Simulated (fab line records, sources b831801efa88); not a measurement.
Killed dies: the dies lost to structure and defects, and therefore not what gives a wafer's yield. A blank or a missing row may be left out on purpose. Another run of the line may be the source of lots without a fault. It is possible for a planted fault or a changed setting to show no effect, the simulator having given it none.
Matching of chambers    flow gf180mcu    GF_CONTACT_ETCH_16 on rie diel-04: 4 sister chambers
The step etches BARC in N2/H2. 4 wafers are shown with their chamber, then 8 later ones without.

## EACH WAFER AND ITS CHAMBER
wafer   chamber  throttle valve pct (%)
L652.1  2        13.230
L655.2  1        13.222
L655.4  0        13.240
L656.3  3        13.230

## WAFERS WITHOUT THEIR CHAMBER
wafer   throttle valve pct (%)
L656.4  13.219
L656.5  13.228
L657.1  13.226
L657.4  13.224
L657.5  13.221
L659.1  13.232
L659.2  13.224
L659.4  13.227

## WHICH CHAMBER EACH WENT THROUGH
wafer    from the rows above            in truth
L656.4   1                              1
L656.5   can't be placed: 2 or 3 or 1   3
L657.1   can't be placed: 2 or 3 or 1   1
L657.4   can't be placed: 1 or 2 or 3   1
L657.5   1                              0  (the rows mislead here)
L659.1   can't be placed: 2 or 3        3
L659.2   can't be placed: 1 or 2 or 3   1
L659.4   can't be placed: 2 or 3 or 1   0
Placed correctly: 1 of 8. Not placeable from these rows: 6 (in 5, the candidates include the true chamber). Wrongly placed: 1.
How it was worked out, from the rows above alone: a wafer's distance from a chamber is the root of the sum, over the readings, of the square of ((its reading less the chamber's mean) divided by the reading's scatter). If the next closest chamber is less than 2 further off than the closest, the wafer can't be placed; otherwise it belongs to the closest. A chamber's mean is the mean of its shown wafers. The scatter: with one shown wafer a chamber, the root of the mean of the squares of how far each hidden wafer lies from its nearest shown one.
